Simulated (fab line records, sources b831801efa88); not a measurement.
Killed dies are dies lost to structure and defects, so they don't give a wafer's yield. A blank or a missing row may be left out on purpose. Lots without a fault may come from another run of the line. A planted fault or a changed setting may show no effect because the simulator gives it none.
fab line records | flow gf180mcu
record lots=5 wafers=15 last_day=33
route steps=602 shown M4@456 V4@476
lots that met no fault: from a run of the same line without faults
start_h: hours from the record's first day to the start of the lot's first wafer shown | wait_h: hours since the lot's step before | " the same as in the row above | L1.1+2: a row that stands for several wafers | - no value, or no start given | * or withheld: withheld | < > ~ a bound
route shown NAME@n: a module of which the file shows steps, and the number in the route of the first | usual: mean/standard deviation of fault-free wafers | same: alike in all rows | chamber/n: place in a boat | sites: the reading at each site | _std_site: their standard deviation | _edge_site: outer sites' mean less inner sites' | radius_mm: how far each site lies from the wafer's centre | mask NAME#n: copy n | behind: the tool/chamber that last shaped the wafer | hold: why the lot was held/for how many hours/how that ended | device: the transistor (n, p or np) that didn't switch | end of line: the same wafers' tests at the end of the route | a step without rows: its recipe alone | killed: dies lost to structure and defects at the first sort, not the wafer's yield | map: a wafer's dies, x killed, . not, _ none there
set.NAME: the setting as run; set.NAME@STEP: as run at that earlier step | model.NAME: the simulator's own value behind a step, which no gauge read
lots at some steps of the route; a table a step, a row a wafer
services: from which hour (start_h, from the record's first day; less than 0 if before it) a tool's chamber was out of use, for how many hours, and why
## steps
# step GF_M4_SPUTTER_00
# recipe material=Ti target_thk_nm=37.5 arriving_ion_energy_ev=80 substrate_temp_c=200 chamber_pressure_pa=2 power_w=4000 time_s=150
# usual throttle_valve_pct=30.2/0.7
# columns lot.wafer tool chamber start_h wait_h throttle_valve_pct
L074.1 pvd_sputter-01 - 502.86 0.2 29.4
L074.5 " - " " 29.8
L074.6 " - " " 29.8
L078.2 pvd_sputter-03 - 557.09 0.1 31.1
L078.3 " - " " 31.3
L078.5 " - " " 31.0
L085.2 pvd_sputter-03 - 611.91 0.1 31.2
L085.5 " - " " 30.5
L085.6 " - " " 31.2
L088.3 pvd_sputter-01 - 635.26 0.1 30.1
L088.4 " - " " 29.8
L088.6 " - " " 29.7
L093.1 pvd_sputter-01 - 665.40 0.2 30.1
L093.2 " - " " 30.1
L093.3 " - " " 29.5
# step GF_M4_SPUTTER_01
# recipe material=TiN target_thk_nm=30 power_w=6500 time_s=25 chamber_pressure_pa=0.4
# usual throttle_valve_pct=30.2/0.7
# columns lot.wafer tool chamber start_h wait_h throttle_valve_pct
L074.1 pvd_sputter-01 - 502.96 0.1 29.5
L074.5 " - " " 29.8
L074.6 " - " " 29.7
L078.2 pvd_sputter-03 - 557.19 0.1 31.1
L078.3 " - " " 31.3
L078.5 " - " " 31.0
L085.2 pvd_sputter-03 - 612.01 0.1 30.8
L085.5 " - " " 30.3
L085.6 " - " " 31.1
L088.3 pvd_sputter-01 - 635.36 0.1 29.9
L088.4 " - " " 29.7
L088.6 " - " " 29.9
L093.1 pvd_sputter-01 - 665.50 0.1 30.1
L093.2 " - " " 29.7
L093.3 " - " " 29.7
# step GF_M4_SPUTTER_02
# recipe material=AlCu target_thk_nm=450 power_w=10600 time_s=23.9 chamber_pressure_pa=0.4
# usual throttle_valve_pct=30.2/0.73
# columns lot.wafer tool chamber start_h wait_h throttle_valve_pct
L074.1 pvd_sputter-01 - 502.99 0.0 29.4
L074.5 " - " " 29.8
L074.6 " - " " 29.4
L078.2 pvd_sputter-03 - 557.22 0.0 31.1
L078.3 " - " " 31.1
L078.5 " - " " 30.9
L085.2 pvd_sputter-03 - 612.05 0.0 31.4
L085.5 " - " " 30.2
L085.6 " - " " 31.2
L088.3 pvd_sputter-01 - 635.39 0.0 30.0
L088.4 " - " " 29.8
L088.6 " - " " 30.0
L093.1 pvd_sputter-01 - 665.53 0.0 29.8
L093.2 " - " " 29.8
L093.3 " - " " 29.9
# step GF_M4_SPUTTER_03
# recipe material=Ti target_thk_nm=10 substrate_temp_c=300 chamber_pressure_pa=0.3 power_w=3000 time_s=6.7
# usual throttle_valve_pct=30.2/0.7
# columns lot.wafer tool chamber start_h wait_h throttle_valve_pct
L074.1 pvd_sputter-01 - 503.02 0.0 29.5
L074.5 " - " " 30.3
L074.6 " - " " 29.7
L078.2 pvd_sputter-03 - 557.25 0.0 31.1
L078.3 " - " " 31.2
L078.5 " - " " 31.1
L085.2 pvd_sputter-03 - 612.08 0.0 31.3
L085.5 " - " " 30.4
L085.6 " - " " 31.1
L088.3 pvd_sputter-01 - 635.42 0.0 30.1
L088.4 " - " " 29.8
L088.6 " - " " 30.3
L093.1 pvd_sputter-01 - 665.56 0.0 29.9
L093.2 " - " " 30.2
L093.3 " - " " 29.6
# step GF_M4_SPUTTER_04
# recipe material=TiN target_thk_nm=50 power_w=6500 time_s=41.7 chamber_pressure_pa=0.4
# usual throttle_valve_pct=30.2/0.71
# columns lot.wafer tool chamber start_h wait_h throttle_valve_pct
L074.1 pvd_sputter-01 - 503.04 0.0 29.8
L074.5 " - " " 29.7
L074.6 " - " " 29.5
L078.2 pvd_sputter-03 - 557.27 0.0 31.1
L078.3 " - " " 31.3
L078.5 " - " " 31.2
L085.2 pvd_sputter-03 - 612.10 0.0 31.2
L085.5 " - " " 30.4
L085.6 " - " " 30.9
L088.3 pvd_sputter-01 - 635.44 0.0 29.8
L088.4 " - " " 29.6
L088.6 " - " " 29.8
L093.1 pvd_sputter-01 - 665.58 0.0 29.9
L093.2 " - " " 30.2
L093.3 " - " " 29.9
# step GF_M4_RS_MEAS_05
# recipe thk_meas_gauge=four-point-probe reads=TiN_of_M4_SPUTTER_04+Ti_of_M4_SPUTTER_03+AlCu_of_M4_SPUTTER_02+TiN_of_M4_SPUTTER_01+Ti_of_M4_SPUTTER_00
# usual M4_ALCU_RS=0.0696/0.00097
# columns lot.wafer tool chamber start_h wait_h M4_ALCU_RS[ohm/sq]
L074.1 film_metro-03 - 503.08 0.0 0.0700
L074.5 " - " " 0.0698
L074.6 " - " " 0.0699
L078.2 film_metro-03 - 557.33 0.0 0.0680
L078.3 " - " " 0.0688
L078.5 " - " " 0.0680
L085.2 film_metro-01 - 612.16 0.0 0.0705
L085.5 " - " " 0.0696
L085.6 " - " " 0.0710
L088.3 film_metro-01 - 635.52 0.1 0.0704
L088.4 " - " " 0.0717
L088.6 " - " " 0.0705
L093.1 film_metro-03 - 665.62 0.0 0.0692
L093.2 " - " " 0.0689
L093.3 " - " " 0.0696
# step GF_M4_THK_MEAS_06
# recipe thk_meas_gauge=xrf reads=AlCu_of_M4_SPUTTER_02
# usual M4_ALCU_THK=443/6.7
# columns lot.wafer tool chamber start_h wait_h M4_ALCU_THK[nm]
L074.1 film_metro-03 - 503.20 0.1 442
L074.5 " - " " 444
L074.6 " - " " 444
L078.2 film_metro-03 - 557.44 0.1 455
L078.3 " - " " 447
L078.5 " - " " 456
L085.2 film_metro-01 - 612.27 0.1 435
L085.5 " - " " 442
L085.6 " - " " 431
L088.3 film_metro-01 - 635.62 0.1 436
L088.4 " - " " 428
L088.6 " - " " 435
L093.1 film_metro-03 - 665.74 0.1 447
L093.2 " - " " 452
L093.3 " - " " 445
# step GF_M4_DEHYDRATE_07
# recipe temp_c=200 time_s=60
# columns lot.wafer tool chamber start_h wait_h
L074.1+5+6 litho_track-03 0 514.19 11.0
L078.2+3+5 litho_track-02 0 567.88 10.4
L085.2+5+6 litho_track-03 0 621.71 9.4
L088.3+4+6 litho_track-02 0 645.05 9.4
L093.1+2+3 litho_track-02 0 674.10 8.4
# step GF_M4_HMDS_08
# recipe prime_time_s=60 prime_temp_c=120
# columns lot.wafer tool chamber start_h wait_h
L074.1+5+6 litho_track-03 0 514.34 0.1
L078.2+3+5 litho_track-02 0 568.03 0.1
L085.2+5+6 litho_track-03 0 621.86 0.1
L088.3+4+6 litho_track-02 0 645.20 0.1
L093.1+2+3 litho_track-02 0 674.25 0.1
# step GF_M4_COAT_09
# recipe resist=KrF spin_rpm=withheld resist_thk_nm=1000
# columns lot.wafer tool chamber start_h wait_h
L074.1+5+6 litho_track-03 0 514.49 0.1
L078.2+3+5 litho_track-02 0 568.18 0.1
L085.2+5+6 litho_track-03 0 622.01 0.1
L088.3+4+6 litho_track-02 0 645.35 0.1
L093.1+2+3 litho_track-02 0 674.40 0.1
# step GF_M4_SOFTBAKE_10
# recipe temp_c=130 time_s=60 resist=KrF
# columns lot.wafer tool chamber start_h wait_h
L074.1+5+6 litho_track-03 0 514.64 0.1
L078.2+3+5 litho_track-02 0 568.33 0.1
L085.2+5+6 litho_track-03 0 622.16 0.1
L088.3+4+6 litho_track-02 0 645.50 0.1
L093.1+2+3 litho_track-02 0 674.55 0.1
# step GF_M4_EXPOSE_11
# recipe mask_id=Metal4 target_cd_nm=280 na=0.68 source_shape=conventional sigma_outer=0.6 dose_mj=28
# columns lot.wafer tool chamber start_h wait_h mask
L074.1+5+6 krf_scanner-02 0 - - Metal4#0
L078.2+3+5 krf_scanner-02 0 - - Metal4#0
L085.2+5+6 krf_scanner-02 0 - - Metal4#0
L088.3+4+6 krf_scanner-01 0 - - Metal4#0
L093.1+2+3 krf_scanner-01 0 - - Metal4#0
# step GF_M4_PEB_12
# recipe peb_temp_c=135 peb_time_s=90 resist=KrF
# columns lot.wafer tool chamber start_h wait_h
L074.1+5+6 litho_track-03 0 - -
L078.2+3+5 litho_track-03 0 - -
L085.2+5+6 litho_track-01 0 - -
L088.3+4+6 litho_track-01 0 - -
L093.1+2+3 litho_track-02 0 - -
# step GF_M4_DEVELOP_13
# recipe develop_time_s=60 dev_temp_c=21
# columns lot.wafer tool chamber start_h wait_h
L074.1+5+6 litho_track-03 0 526.39 0.2
L078.2+3+5 litho_track-03 0 578.76 0.2
L085.2+5+6 litho_track-01 0 631.95 0.2
L088.3+4+6 litho_track-01 0 654.88 0.1
L093.1+2+3 litho_track-02 0 683.70 0.2
# step GF_M4_CD_MEAS_14
# recipe target_cd_nm=280
# usual cd_nm=280.3/1.3
# columns lot.wafer tool chamber start_h wait_h cd_nm
L074.1 cd_sem-02 - 526.54 0.1 281.5
L074.5 " - " " 281.9
L074.6 " - " " 282.9
L078.2 cd_sem-01 - 578.91 0.1 278.7
L078.3 " - " " 281.1
L078.5 " - " " 278.1
L085.2 cd_sem-01 - 632.10 0.1 280.4
L085.5 " - " " 280.4
L085.6 " - " " 280.7
L088.3 cd_sem-01 - 655.02 0.1 278.3
L088.4 " - " " 279.6
L088.6 " - " " 278.4
L093.1 cd_sem-02 - 683.85 0.1 279.5
L093.2 " - " " 279.6
L093.3 " - " " 279.6
# step GF_M4_OVL_MEAS_15
# usual M4_OVL=1/4.5
# columns lot.wafer tool chamber start_h wait_h M4_OVL[nm]
L074.1 overlay-02 - 526.66 0.1 -4
L074.5 " - " " 2
L074.6 " - " " 4
L078.2 overlay-02 - 579.01 0.1 5
L078.3 " - " " -1
L078.5 " - " " -5
L085.2 overlay-01 - 632.20 0.1 0
L085.5 " - " " 2
L085.6 " - " " 4
L088.3 overlay-02 - 655.11 0.1 -2
L088.4 " - " " 0
L088.6 " - " " 3
L093.1 overlay-02 - 684.01 0.1 7
L093.2 " - " " 5
L093.3 " - " " 2
# step GF_M4_METAL_ETCH_16
# recipe chemistry=Cl2/BCl3 mask_material=KrF target_depth_nm=627.5 stop_on=SiO2 pressure_mtorr=8 icp_w=800 bias_w=140 Cl2_flow_sccm=80 bcl3_flow_sccm=40 time_s=104.6
# usual drypump_motor_current_A=5.74/0.23 oes_product_au=0.969/0.0074 throttle_valve_pct=28.252/0.011
# columns lot.wafer tool chamber start_h wait_h drypump_motor_current_A oes_product_au rf_hours_counter_h throttle_valve_pct
L074.1 rie_metal-02 1 526.69 0.0 5.84 0.974 2 28.254
L074.5 " 1 " " 5.83 0.964 - 28.262
L074.6 " 0 " " 5.57 0.972 - 28.254
L078.2 rie_metal-01 0 579.04 0.0 5.66 0.966 1 28.247
L078.3 " 0 " " 5.65 0.964 - 28.249
L078.5 " 0 " " 5.66 0.968 - 28.245
L085.2 rie_metal-04 1 632.23 0.0 5.57 0.963 12 28.258
L085.5 " 0 " " 5.67 0.969 - 28.251
L085.6 " 1 " " 5.53 0.967 - 28.258
L088.3 rie_metal-02 0 655.17 0.1 5.56 0.963 - 28.238
L088.4 " 1 " " 5.83 0.969 - 28.258
L088.6 " 0 " " 5.56 0.966 - 28.253
L093.1 rie_metal-02 0 684.04 0.0 5.54 0.964 11 28.245
L093.2 " 1 " " 5.85 0.974 6 28.237
L093.3 " 0 " " 5.57 0.967 - 28.255
# step GF_M4_STRIP_17
# recipe chemistry=O2/N2 power_w=1400 pressure_mtorr=1500 platen_temp_c=250 o2_flow_sccm=3000 n2_flow_sccm=300 overash_fraction=0.5
# usual drypump_motor_current_A=5.7/0.55 heater_power_w=326/29 oes_product_au=0.559/0.005 strip_time_to_endpoint_s=7.91/0.06
# columns lot.wafer tool chamber start_h wait_h drypump_motor_current_A heater_power_w oes_product_au rf_hours_counter_h strip_time_to_endpoint_s
L074.1 plasma_asher-04 0 526.81 0.1 6.6 391 0.554 91 7.90
L074.5 " 0 " " 6.6 384 0.563 - 7.93
L074.6 " 1 " " 5.5 289 0.558 - 7.88
L078.2 plasma_asher-04 1 579.15 0.1 5.6 296 0.568 95 8.00
L078.3 " 0 " " 6.6 387 0.566 - 7.99
L078.5 " 1 " " 5.6 293 0.565 - 7.98
L085.2 plasma_asher-03 0 632.34 0.1 5.5 295 0.545 21 7.85
L085.5 " 0 " " 5.5 298 0.559 - 7.90
L085.6 " 1 " " 5.5 348 0.551 - 7.82
L088.3 plasma_asher-03 1 655.28 0.1 5.5 339 0.560 - 7.97
L088.4 " 0 " " 5.5 301 0.562 - 7.98
L088.6 " 0 " " 5.5 302 0.558 - 7.98
L093.1 plasma_asher-01 0 684.15 0.1 4.9 314 0.565 86 8.02
L093.2 " 1 " " 6.2 329 0.556 86 7.95
L093.3 " 0 " " 4.9 315 0.554 - 7.99
# step GF_M4_STRIP_18
# recipe chemistry=post_etch_residue_remover time_s=1200 temp_c=72.5
# usual temp_c=72.47/0.12
# columns lot.wafer tool chamber start_h wait_h temp_c
L074.1 wet_bench-04 0 526.91 0.1 72.65
L074.5 " 0 " " 72.64
L074.6 " 0 " " 72.45
L078.2 wet_bench-02 3 579.25 0.1 72.68
L078.3 " 3 " " 72.45
L078.5 " 3 " " 72.58
L085.2 wet_bench-03 3 632.44 0.1 72.39
L085.5 " 3 " " 72.38
L085.6 " 3 " " 72.44
L088.3 wet_bench-04 3 655.34 0.0 72.58
L088.4 " 3 " " 72.51
L088.6 " 3 " " 72.61
L093.1 wet_bench-04 3 684.25 0.1 72.20
L093.2 " 3 " " 72.40
L093.3 " 3 " " 72.29
# step GF_M4_CLEAN_19
# recipe chemistry=DIW dry=n2_spin
# columns lot.wafer tool chamber start_h wait_h
L074.1+5+6 wet_bench-02 2 527.25 0.0
L078.2+3+5 wet_bench-03 3 579.63 0.0
L085.2+5+6 wet_bench-02 3 632.79 0.0
L088.3+4+6 wet_bench-03 2 655.72 0.0
L093.1+2+3 wet_bench-02 3 684.60 0.0
# step GF_V4_CVD_00
# recipe material=SiO2 target_thk_nm=600 sigma_open_frac=0.3 temp_c=400 time_s=100 sih4_flow_sccm=60 pressure_mtorr=6
# columns lot.wafer tool chamber start_h wait_h
L074.1+5+6 hdpcvd-02 0,0,2 527.34 0.0
L078.2+3+5 hdpcvd-02 2,0,1 579.72 0.0
L085.2+5+6 hdpcvd-01 1,1,2 632.88 0.0
L088.3+4+6 hdpcvd-01 2,0,2 655.81 0.0
L093.1+2+3 hdpcvd-02 1,0,2 684.70 0.0
# step GF_V4_THK_MEAS_01
# recipe reads=SiO2_of_V4_CVD_00
# usual V4_CVD_00_THK=603/7
# columns lot.wafer tool chamber start_h wait_h V4_CVD_00_THK[nm]
L074.1 film_metro-01 - 527.41 0.0 595
L074.5 " - " " 599
L074.6 " - " " 594
L078.2 film_metro-01 - 579.80 0.0 597
L078.3 " - " " 603
L078.5 " - " " 608
L085.2 film_metro-03 - 632.96 0.0 616
L085.5 " - " " 607
L085.6 " - " " 604
L088.3 film_metro-04 - 655.90 0.1 612
L088.4 " - " " 609
L088.6 " - " " 612
L093.1 film_metro-04 - 684.77 0.0 595
L093.2 " - " " 601
L093.3 " - " " 590
# step GF_V4_CVD_02
# recipe material=SiO2 target_thk_nm=850 precursor=TEOS temp_c=400 time_s=94.851 rf_w=600
# usual heater_power_outer_w=380/60 heater_power_w=658/86
# columns lot.wafer tool chamber start_h wait_h heater_power_outer_w heater_power_w
L074.1 pecvd-03 2 527.47 0.1 365 644
L074.5 " 2 " " 408 690
L074.6 " 0 " " 470 824
L078.2 pecvd-01 0 579.85 0.0 263 517
L078.3 " 2 " " 283 557
L078.5 " 0 " " 300 571
L085.2 pecvd-02 2 633.01 0.0 327 591
L085.5 " 2 " " 361 611
L085.6 " 1 " " 378 630
L088.3 pecvd-02 0 655.94 0.0 399 651
L088.4 " 0 " " 298 525
L088.6 " 1 " " 386 645
L093.1 pecvd-01 1 684.83 0.1 402 655
L093.2 " 2 " " 353 662
L093.3 " 0 " " 287 537
# step GF_V4_THK_MEAS_03
# recipe reads=SiO2_of_V4_CVD_02
# usual V4_CVD_02_THK=855/11
# columns lot.wafer tool chamber start_h wait_h V4_CVD_02_THK[nm]
L074.1 film_metro-01 - 527.54 0.0 836
L074.5 " - " " 843
L074.6 " - " " 856
L078.2 film_metro-01 - 579.93 0.0 843
L078.3 " - " " 835
L078.5 " - " " 864
L085.2 film_metro-03 - 633.09 0.0 854
L085.5 " - " " 868
L085.6 " - " " 877
L088.3 film_metro-01 - 656.03 0.1 865
L088.4 " - " " 874
L088.6 " - " " 857
L093.1 film_metro-01 - 684.90 0.0 839
L093.2 " - " " 839
L093.3 " - " " 849
# step GF_V4_CMP_04
# recipe material=SiO2 down_force_psi=4 platen_rpm=60 pad_velocity_m_s=0.94248
# usual head_pressure_psi=3.999/0.0085 motor_current_A=11.2/1.1 time_to_endpoint_s=80/6.6
# columns lot.wafer tool chamber start_h wait_h head_pressure_psi motor_current_A time_to_endpoint_s
L074.1 cmp-02 3 527.75 0.2 3.994 12.2 77
L074.6 " 0 " " 4.004 12.4 79
L074.5 " 1 " " 4.019 10.0 80
L078.3 cmp-01 3 579.98 0.0 3.997 10.0 62
L078.2 " 1 " " 4.000 10.5 72
L078.5 " 3 " " 4.008 9.5 70
L085.2 cmp-01 3 633.19 0.1 3.997 9.4 75
L085.6 " 2 " " 4.009 10.5 95
L085.5 " 3 " " 4.000 9.6 80
L088.3 cmp-01 0 656.07 0.0 3.999 12.6 91
L088.4 " 2 " " 4.003 11.2 98
L088.6 " 1 " " 4.003 9.9 88
L093.1 cmp-01 3 685.01 0.1 4.006 9.5 69
L093.3 " 0 " " 3.992 11.9 81
L093.2 " 1 " " 4.008 9.7 78
# step GF_V4_BOW_MEAS_05
# recipe mode=bow
# usual V4_BOW=135/9.7
# columns lot.wafer tool chamber start_h wait_h V4_BOW[um]
L074.1 film_metro-04 - 527.90 0.1 125
L074.5 " - " " 122
L074.6 " - " " 127
L078.2 film_metro-01 - 580.30 0.2 126
L078.3 " - " " 124
L078.5 " - " " 138
L085.2 film_metro-01 - 633.46 0.2 144
L085.5 " - " " 164
L085.6 " - " " 141
L088.3 film_metro-01 - 656.42 0.3 137
L088.4 " - " " 140
L088.6 " - " " 141
L093.1 film_metro-04 - 685.26 0.2 142
L093.2 " - " " 141
L093.3 " - " " 147
# step GF_V4_DEHYDRATE_06
# recipe temp_c=200 time_s=60
# columns lot.wafer tool chamber start_h wait_h
L074.1+5+6 litho_track-01 0 538.53 10.6
L078.2+3+5 litho_track-04 0 591.23 10.9
L085.2+5+6 litho_track-01 0 643.00 9.5
L088.3+4+6 litho_track-01 0 664.83 8.4
L093.1+2+3 litho_track-01 0 694.33 9.0
# step GF_V4_HMDS_07
# recipe prime_time_s=60 prime_temp_c=120
# columns lot.wafer tool chamber start_h wait_h
L074.1+5+6 litho_track-01 0 538.68 0.1
L078.2+3+5 litho_track-04 0 591.38 0.1
L085.2+5+6 litho_track-01 0 643.15 0.1
L088.3+4+6 litho_track-01 0 664.98 0.1
L093.1+2+3 litho_track-01 0 694.48 0.1
# step GF_V4_COAT_08
# recipe resist=BARC temp_c=withheld time_s=withheld spin_rpm=withheld resist_thk_nm=withheld
# columns lot.wafer tool chamber start_h wait_h
L074.1+5+6 litho_track-01 0 538.83 0.1
L078.2+3+5 litho_track-04 0 591.53 0.1
L085.2+5+6 litho_track-01 0 643.30 0.1
L088.3+4+6 litho_track-01 0 665.13 0.1
L093.1+2+3 litho_track-01 0 694.63 0.1
# step GF_V4_COAT_09
# recipe resist=KrF spin_rpm=withheld resist_thk_nm=1000
# columns lot.wafer tool chamber start_h wait_h
L074.1+5+6 litho_track-01 0 - -
L078.2+3+5 litho_track-04 0 - -
L085.2+5+6 litho_track-01 0 - -
L088.3+4+6 litho_track-01 0 - -
L093.1+2+3 litho_track-01 0 - -
# step GF_V4_SOFTBAKE_10
# recipe temp_c=130 time_s=60 resist=KrF
# columns lot.wafer tool chamber start_h wait_h
L074.1+5+6 litho_track-01 0 - -
L078.2+3+5 litho_track-04 0 - -
L085.2+5+6 litho_track-01 0 - -
L088.3+4+6 litho_track-01 0 - -
L093.1+2+3 litho_track-01 0 - -
# step GF_V4_EXPOSE_11
# recipe mask_id=Via4 target_cd_nm=260 na=0.68 source_shape=conventional sigma_outer=0.6 dose_mj=38
# columns lot.wafer tool chamber start_h wait_h mask
L074.1+5+6 krf_scanner-01 0 - - Via4#0
L078.2+3+5 krf_scanner-01 0 - - Via4#0
L085.2+5+6 krf_scanner-01 0 - - Via4#0
L088.3+4+6 krf_scanner-01 0 - - Via4#0
L093.1+2+3 krf_scanner-02 0 - - Via4#0
# step GF_V4_PEB_12
# recipe peb_temp_c=135 peb_time_s=90 resist=KrF
# columns lot.wafer tool chamber start_h wait_h
L074.1+5+6 litho_track-03 0 - -
L078.2+3+5 litho_track-01 0 - -
L085.2+5+6 litho_track-04 0 - -
L088.3+4+6 litho_track-04 0 - -
L093.1+2+3 litho_track-03 0 - -
# step GF_V4_DEVELOP_13
# recipe develop_time_s=60 resist=KrF dev_temp_c=21
# columns lot.wafer tool chamber start_h wait_h
L074.1+5+6 litho_track-03 0 550.84 0.2
L078.2+3+5 litho_track-01 0 602.30 0.2
L085.2+5+6 litho_track-04 0 653.43 0.2
L088.3+4+6 litho_track-04 0 674.35 0.1
L093.1+2+3 litho_track-03 0 704.44 0.2
# step GF_V4_CD_MEAS_14
# recipe target_cd_nm=260
# usual cd_nm=259.6/1.2
# columns lot.wafer tool chamber start_h wait_h cd_nm
L074.1 cd_sem-01 - 550.99 0.1 259.1
L074.5 " - " " 260.2
L074.6 " - " " 259.2
L078.2 cd_sem-01 - 602.45 0.1 258.3
L078.3 " - " " 259.2
L078.5 " - " " 258.9
L085.2 cd_sem-01 - 653.57 0.1 258.9
L085.5 " - " " 258.2
L085.6 " - " " 257.5
L088.3 cd_sem-02 - 674.49 0.1 259.1
L088.4 " - " " 259.8
L088.6 " - " " 260.4
L093.1 cd_sem-02 - 704.59 0.1 258.9
L093.2 " - " " 260.5
L093.3 " - " " 260.0
# step GF_V4_OVL_MEAS_15
# usual V4_OVL=7/5.9
# columns lot.wafer tool chamber start_h wait_h V4_OVL[nm]
L074.1 overlay-01 - 551.11 0.1 8
L074.5 " - " " 18
L074.6 " - " " 19
L078.2 overlay-01 - 602.55 0.1 9
L078.3 " - " " 3
L078.5 " - " " 7
L085.2 overlay-02 - 653.68 0.1 9
L085.5 " - " " 3
L085.6 " - " " 10
L088.3 overlay-01 - 674.58 0.1 5
L088.4 " - " " 9
L088.6 " - " " 14
L093.1 overlay-01 - 704.71 0.1 6
L093.2 " - " " 5
L093.3 " - " " 9
# step GF_V4_ETCH_16
# recipe chemistry=N2/H2 target_depth_a=withheld overetch_a=withheld time_s=withheld target=BARC ion_energy_ev=200 source_w=500 bias_w=100 pressure_mtorr=30 n2_flow_sccm=100 h2_flow_sccm=200
# usual drypump_motor_current_A=5.8/0.35 oes_product_au=0.856/0.0051 throttle_valve_pct=13.224/0.0085
# columns lot.wafer tool chamber start_h wait_h drypump_motor_current_A oes_product_au throttle_valve_pct
L074.1 rie_diel-03 3 551.14 0.0 5.3 0.855 13.226
L074.5 " 0 " " 6.1 0.859 13.233
L074.6 " 3 " " 5.3 0.861 13.231
L078.2 rie_diel-02 2 602.58 0.0 5.6 0.851 13.238
L078.3 " 3 " " 6.2 0.850 13.223
L078.5 " 2 " " 5.6 0.851 13.222
L085.2 rie_diel-02 1 653.71 0.0 5.7 0.859 13.218
L085.5 " 2 " " 5.6 0.853 13.217
L085.6 " 3 " " 6.2 0.856 13.209
L088.3 rie_diel-02 3 674.61 0.0 6.2 0.852 13.231
L088.4 " 0 " " 6.3 0.850 13.217
L088.6 " 2 " " 5.6 0.855 13.218
L093.1 rie_diel-03 3 704.74 0.0 5.3 0.858 13.227
L093.2 " 1 " " 5.5 0.863 13.232
L093.3 " 2 " " 6.2 0.860 13.207
# step GF_V4_ETCH_17
# recipe chemistry=C4F8/O2/Ar mask_material=KrF target=SiO2 stop_on=TiN source_w=1500 bias_w=1200 pressure_mtorr=40 c4f8_flow_sccm=withheld O2_flow_sccm=6 Ar_flow_sccm=300 time_s=withheld target_depth_a=6300
# usual oes_product_au=0.855/0.0049
# columns lot.wafer tool chamber start_h wait_h oes_product_au
L074.1 rie_diel-03 3 - - 0.857
L074.5 " 0 " " 0.853
L074.6 " 3 " " 0.865
L078.2 rie_diel-02 2 - - 0.856
L078.3 " 3 " " 0.848
L078.5 " 2 " " 0.847
L085.2 rie_diel-02 1 - - 0.849
L085.5 " 2 " " 0.862
L085.6 " 3 " " 0.861
L088.3 rie_diel-02 3 - - 0.855
L088.4 " 0 " " 0.852
L088.6 " 2 " " 0.855
L093.1 rie_diel-03 3 - - 0.856
L093.2 " 1 " " 0.857
L093.3 " 2 " " 0.857
# step GF_V4_STRIP_18
# recipe chemistry=O2/N2 power_w=1400 pressure_mtorr=1500 platen_temp_c=250 o2_flow_sccm=3000 n2_flow_sccm=300 overash_fraction=0.5
# usual drypump_motor_current_A=5.6/0.35 heater_power_w=337/42 oes_product_au=0.593/0.005
# columns lot.wafer tool chamber start_h wait_h drypump_motor_current_A heater_power_w oes_product_au rf_hours_counter_h
L074.1 plasma_asher-02 1 551.27 - 5.6 299 0.590 48
L074.5 " 1 " " 5.6 301 0.598 -
L074.6 " 0 " " 5.3 395 0.589 -
L078.2 plasma_asher-02 1 602.71 - 5.6 298 0.599 54
L078.3 " 1 " " 5.6 308 0.599 -
L078.5 " 0 " " 5.3 404 0.602 -
L085.2 plasma_asher-02 0 653.84 - 5.3 399 0.596 61
L085.5 " 0 " " 5.3 391 0.593 -
L085.6 " 1 " " 5.7 289 0.590 -
L088.3 plasma_asher-02 0 674.77 - 5.3 395 0.595 -
L088.4 " 1 " " 5.6 298 0.595 -
L088.6 " 0 " " 5.3 381 0.601 -
L093.1 plasma_asher-04 1 704.87 - 5.5 295 0.587 110
L093.2 " 0 " " 6.6 395 0.595 110
L093.3 " 0 " " 6.6 385 0.604 -
# step GF_V4_STRIP_19
# recipe chemistry=post_etch_residue_remover time_s=1200 temp_c=72.5
# usual temp_c=72.51/0.12
# columns lot.wafer tool chamber start_h wait_h temp_c
L074.1 wet_bench-02 1 551.37 0.1 72.47
L074.5 " 1 " " 72.40
L074.6 " 1 " " 72.50
L078.2 wet_bench-01 0 602.81 0.1 72.67
L078.3 " 0 " " 72.37
L078.5 " 0 " " 72.62
L085.2 wet_bench-04 2 653.94 0.1 72.43
L085.5 " 2 " " 72.56
L085.6 " 2 " " 72.46
L088.3 wet_bench-01 1 674.84 0.0 72.51
L088.4 " 1 " " 72.67
L088.6 " 1 " " 72.75
L093.1 wet_bench-01 0 704.97 0.1 72.34
L093.2 " 0 " " 72.55
L093.3 " 0 " " 72.43
# step GF_V4_CLEAN_20
# recipe chemistry=DIW dry=n2_spin
# columns lot.wafer tool chamber start_h wait_h
L074.1+5+6 wet_bench-01 3 551.71 0.0
L078.2+3+5 wet_bench-01 0 603.15 0.0
L085.2+5+6 wet_bench-01 3 654.28 0.0
L088.3+4+6 wet_bench-01 2 675.21 0.0
L093.1+2+3 wet_bench-04 1 705.38 0.0
# step GF_V4_SPUTTER_21
# recipe material=Ti target_thk_nm=15 chamber_pressure_pa=5 power_w=2500 substrate_temp_c=200 time_s=80.02
# usual throttle_valve_pct=30.2/0.75
# columns lot.wafer tool chamber start_h wait_h throttle_valve_pct
L074.1 pvd_sputter-02 - 551.81 0.0 28.5
L074.5 " - " " 29.8
L074.6 " - " " 30.6
L078.2 pvd_sputter-03 - 603.24 0.0 31.2
L078.3 " - " " 30.4
L078.5 " - " " 30.2
L085.2 pvd_sputter-03 - 654.37 0.0 29.9
L085.5 " - " " 30.6
L085.6 " - " " 31.0
L088.3 pvd_sputter-02 - 675.31 0.0 29.5
L088.4 " - " " 30.8
L088.6 " - " " 29.7
L093.1 pvd_sputter-02 - 705.47 0.0 29.7
L093.2 " - " " 30.7
L093.3 " - " " 29.7
## services
# columns tool chamber start_h hours kind
wet_bench-02 - 481.34 2.1 repair
rie_diel-03 3 483.94 6.1 repair
rie_diel-02 2 484.00 10.5 repair
krf_scanner-02 - 486.63 1.3 pm
rie_diel-03 - 502.07 0.3 repair
krf_scanner-02 - 503.04 2.4 repair
cmp-01 - 507.68 0.6 repair
pvd_sputter-01 - 517.94 1.8 repair
krf_scanner-02 - 529.32 1.3 repair
krf_scanner-01 - 551.00 3.6 pm
krf_scanner-01 - 554.75 1.2 repair
krf_scanner-01 - 575.72 0.4 repair
krf_scanner-01 - 604.57 1.3 pm
krf_scanner-01 - 606.54 0.8 pm
wet_bench-02 - 618.56 1.2 repair
krf_scanner-01 - 634.28 1.6 repair
rie_diel-02 - 637.78 0.7 repair
rie_diel-02 0 639.55 15.7 repair
krf_scanner-01 - 646.59 1.0 pm
krf_scanner-01 - 659.32 2.1 repair
pvd_sputter-01 - 667.28 1.5 repair
krf_scanner-01 - 680.57 0.8 pm
pvd_sputter-01 - 682.94 19.3 repair
pvd_sputter-01 - 700.36 5.5 repair
## key
fault none
